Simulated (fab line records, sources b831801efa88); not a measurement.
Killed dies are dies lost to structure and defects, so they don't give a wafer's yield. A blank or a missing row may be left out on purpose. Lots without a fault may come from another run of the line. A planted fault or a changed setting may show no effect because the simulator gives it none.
Which tool did it? | flow sky130 | 15 lots, 45 wafers sampled, at 4 steps of a route of 708

WHAT THE GAUGES READ, wafer by wafer
The record holds no reading of a measuring or inspecting step that can be judged against a usual standard deviation.

WHICH TOOL RAN EACH LOT (tool, then ch and the chambers of the sampled wafers, then the start)
lot  | SKY_PWDE_STRIP_09                   | SKY_VT_ADJUST_LVTN_DEVELOP_06     | SKY_SD_P_STRIP_10                    | SKY_METAL1_SPUTTER_03
L296 | plasma_asher-02 ch 0,1, day 4 11:20 | litho_track-04 ch 0, day 7 18:00  | plasma_asher-01 ch 0, day 26 18:38   | pvd_sputter-03, day 32 22:26
L297 | plasma_asher-04 ch 1, day 4 12:05   | litho_track-04 ch 0, day 7 19:00  | plasma_asher-03 ch 0, day 26 23:29   | pvd_sputter-03, day 33 02:23
L298 | plasma_asher-04 ch 0,1, day 4 17:51 | litho_track-02 ch 0, day 8 00:00  | plasma_asher-03 ch 0,1, day 27 06:17 | pvd_sputter-01, day 33 11:25
L300 | plasma_asher-04 ch 0,1, day 5 08:59 | litho_track-03 ch 0, day 8 17:00  | plasma_asher-01 ch 0,1, day 28 05:29 | pvd_sputter-02, day 34 07:55
L301 | plasma_asher-03 ch 0,1, day 5 09:30 | litho_track-03 ch 0, day 8 18:00  | plasma_asher-03 ch 0,1, day 28 09:08 | pvd_sputter-01, day 34 10:56
L302 | plasma_asher-02 ch 0,1, day 5 21:23 | litho_track-03 ch 0, day 9 07:00  | plasma_asher-03 ch 0,1, day 28 20:49 | pvd_sputter-01, day 34 20:29
L305 | plasma_asher-04 ch 0, day 6 06:23   | litho_track-04 ch 0, day 9 18:00  | plasma_asher-02 ch 1, day 29 13:44   | pvd_sputter-03, day 35 12:58
L311 | plasma_asher-03 ch 0,1, day 7 23:50 | litho_track-03, day 11 20:00      | plasma_asher-03 ch 0, day 32 05:32   | pvd_sputter-02, day 38 03:01
L312 | plasma_asher-02 ch 0,1, day 8 03:05 | litho_track-02, day 11 23:00      | plasma_asher-03 ch 0,1, day 32 06:07 | pvd_sputter-01, day 38 03:17
L313 | plasma_asher-04 ch 0,1, day 8 05:53 | litho_track-02, day 12 02:00      | plasma_asher-02 ch 0,1, day 33 05:22 | pvd_sputter-01, day 38 23:07
L314 | plasma_asher-03 ch 0,1, day 8 11:27 | litho_track-02 ch 0, day 12 08:00 | plasma_asher-02 ch 0,1, day 33 10:58 | pvd_sputter-01, day 39 05:10
L315 | plasma_asher-04 ch 0,1, day 8 15:32 | litho_track-02 ch 0, day 12 13:00 | plasma_asher-02 ch 1, day 33 10:19   | pvd_sputter-03, day 39 04:26
L316 | plasma_asher-03 ch 0,1, day 9 00:38 | litho_track-02 ch 0, day 13 00:00 | plasma_asher-02 ch 0,1, day 33 07:52 | pvd_sputter-02, day 39 03:05
L317 | plasma_asher-03 ch 0,1, day 9 10:02 | litho_track-02 ch 0, day 13 11:00 | plasma_asher-01 ch 0,1, day 33 14:38 | pvd_sputter-02, day 39 09:20
L318 | plasma_asher-02 ch 0,1, day 9 15:59 | litho_track-02 ch 0, day 13 19:00 | plasma_asher-03 ch 0,1, day 34 00:16 | pvd_sputter-01, day 39 17:08
- SKY_PWDE_STRIP_09: strips in O2/N2.
- SKY_VT_ADJUST_LVTN_DEVELOP_06: develop time 60 s.
- SKY_SD_P_STRIP_10: strips in O2/N2.
- SKY_METAL1_SPUTTER_03: material Ti, target thk 5 nm, time 3.3 s.

WHAT THE TOOLS THEMSELVES READ (means of the sampled wafers that have a number; where no wafer has one, the mark that the record gives instead)
SKY_PWDE_STRIP_09. Usual: chamber_pressure_mTorr 1499.8 mTorr, standard deviation 2.2; drypump_motor_current_A 5.6 A, standard deviation 0.37; oes_product_au 0.722 a.u., standard deviation 0.0047; strip_time_to_endpoint_s 36.92 s, standard deviation 0.11.
lot  | tool            | chamber_pressure_mTorr (mTorr) | drypump_motor_current_A (A) | oes_product_au (a.u.) | strip_time_to_endpoint_s (s) | flag
L296 | plasma_asher-02 | 1500.7                         | 5.4                         | 0.723                 | 36.84                        |
L297 | plasma_asher-04 | 1500.1                         | 5.6                         | 0.721                 | 36.88                        |
L298 | plasma_asher-04 | 1500.3                         | 5.5                         | 0.721                 | 36.95                        |
L300 | plasma_asher-04 | 1499.1                         | 5.6                         | 0.723                 | 36.97                        |
L301 | plasma_asher-03 | 1498.1                         | 6.1                         | 0.724                 | 36.77                        |
L302 | plasma_asher-02 | 1501.2                         | 5.4                         | 0.722                 | 36.96                        |
L305 | plasma_asher-04 | 1499.7                         | 5.5                         | 0.722                 | 36.91                        |
L311 | plasma_asher-03 | 1499.8                         | 6.0                         | 0.724                 | 36.86                        |
L312 | plasma_asher-02 | 1501.2                         | 5.5                         | 0.727                 | 36.83                        |
L313 | plasma_asher-04 | 1500.8                         | 5.6                         | 0.719                 | 36.92                        |
L314 | plasma_asher-03 | 1500.9                         | 5.7                         | 0.720                 | 37.11                        |
L315 | plasma_asher-04 | 1500.4                         | 5.6                         | 0.718                 | 36.91                        |
L316 | plasma_asher-03 | 1499.9                         | 6.0                         | 0.723                 | 37.11                        |
L317 | plasma_asher-03 | 1500.3                         | 6.0                         | 0.723                 | 36.87                        |
L318 | plasma_asher-02 | 1500.0                         | 5.4                         | 0.723                 | 36.95                        |

SKY_VT_ADJUST_LVTN_DEVELOP_06. Usual: chill_plate_temp_C 22.97 C, standard deviation 0.1.
lot  | tool           | chill_plate_temp_C (C) | flag
L296 | litho_track-04 | 22.86                  |
L297 | litho_track-04 | 22.97                  |
L298 | litho_track-02 | 23.09                  |
L300 | litho_track-03 | 23.01                  |
L301 | litho_track-03 | 23.08                  |
L302 | litho_track-03 | 22.99                  |
L305 | litho_track-04 | 23.06                  |
L311 | litho_track-03 | -                      | OFF
L312 | litho_track-02 | -                      | OFF
L313 | litho_track-02 | -                      | OFF
L314 | litho_track-02 | 23.08                  |
L315 | litho_track-02 | 22.96                  |
L316 | litho_track-02 | 22.96                  |
L317 | litho_track-02 | 22.84                  |
L318 | litho_track-02 | 22.92                  |

SKY_SD_P_STRIP_10. Usual: chamber_pressure_mTorr 1500 mTorr, standard deviation 3.6; drypump_motor_current_A 5.9 A, standard deviation 0.52; oes_product_au 0.618 a.u., standard deviation 0.0044; strip_time_to_endpoint_s 17.50 s, standard deviation 0.039.
lot  | tool            | chamber_pressure_mTorr (mTorr) | drypump_motor_current_A (A) | oes_product_au (a.u.) | strip_time_to_endpoint_s (s) | flag
L296 | plasma_asher-01 | 1499                           | 6.4                         | 0.618                 | 17.57                        |
L297 | plasma_asher-03 | 1500                           | 5.4                         | 0.614                 | 17.54                        |
L298 | plasma_asher-03 | 1499                           | 5.7                         | 0.616                 | 17.44                        |
L300 | plasma_asher-01 | 1499                           | 6.4                         | 0.618                 | 17.51                        |
L301 | plasma_asher-03 | 1500                           | 6.1                         | 0.616                 | 17.49                        |
L302 | plasma_asher-03 | 1500                           | 6.1                         | 0.615                 | 17.48                        |
L305 | plasma_asher-02 | 1501                           | 5.4                         | 0.621                 | 17.53                        |
L311 | plasma_asher-03 | 1499                           | 5.3                         | 0.616                 | 17.51                        |
L312 | plasma_asher-03 | 1500                           | 6.0                         | 0.619                 | 17.55                        |
L313 | plasma_asher-02 | 1499                           | 5.4                         | 0.618                 | 17.50                        |
L314 | plasma_asher-02 | 1500                           | 5.5                         | 0.622                 | 17.54                        |
L315 | plasma_asher-02 | 1498                           | 5.4                         | 0.622                 | 17.50                        |
L316 | plasma_asher-02 | 1502                           | 5.4                         | 0.617                 | 17.45                        |
L317 | plasma_asher-01 | 1501                           | 6.5                         | 0.613                 | 17.44                        |
L318 | plasma_asher-03 | 1501                           | 5.7                         | 0.620                 | 17.49                        |

SKY_METAL1_SPUTTER_03. Usual: cathode_dc_power_W 3000.0 W, standard deviation 0.51; throttle_valve_pct 29.5 %, standard deviation 0.92.
lot  | tool           | cathode_dc_power_W (W) | throttle_valve_pct (%) | flag
L296 | pvd_sputter-03 | 2999.6                 | 29.8                   |
L297 | pvd_sputter-03 | 2999.3                 | 29.5                   |
L298 | pvd_sputter-01 | 2999.7                 | 29.1                   |
L300 | pvd_sputter-02 | 3000.4                 | 30.0                   |
L301 | pvd_sputter-01 | 3000.2                 | 29.1                   |
L302 | pvd_sputter-01 | 2999.7                 | 30.0                   |
L305 | pvd_sputter-03 | 2999.5                 | 28.8                   |
L311 | pvd_sputter-02 | 3000.2                 | 29.5                   |
L312 | pvd_sputter-01 | 2999.8                 | 29.9                   |
L313 | pvd_sputter-01 | 3000.0                 | 29.6                   |
L314 | pvd_sputter-01 | 3000.2                 | 29.0                   |
L315 | pvd_sputter-03 | 3000.1                 | 29.6                   |
L316 | pvd_sputter-02 | 2999.7                 | 30.0                   |
L317 | pvd_sputter-02 | 3000.2                 | 30.1                   |
L318 | pvd_sputter-01 | 3000.4                 | 29.2                   |

THE ANSWER, worked out from the rows above alone
Rule: a lot is off if the mean of its wafers that have a number lies more than 3 standard deviations from the usual mean. A lot without any number at a reading at which 4 lots or more have one is off too. The other lots that the step has rows for count as sound. The gauges are gone through in route order, then the tools' own readings, and for those a lot's mean is taken as printed above. The first step at which some lot is off is used, and at that step the reading that is off furthest; a lot without a number counts as furthest.
Off: L311, L312, L313, at SKY_VT_ADJUST_LVTN_DEVELOP_06 (chill_plate_temp_C). Without a number there: L311, L312, L313.
A tool fits if, at that step or a process step before it, it ran every lot that is off, and no sound lot after the first of them. None of those tried fits.

WHAT THE SIMULATOR HAD PUT IN
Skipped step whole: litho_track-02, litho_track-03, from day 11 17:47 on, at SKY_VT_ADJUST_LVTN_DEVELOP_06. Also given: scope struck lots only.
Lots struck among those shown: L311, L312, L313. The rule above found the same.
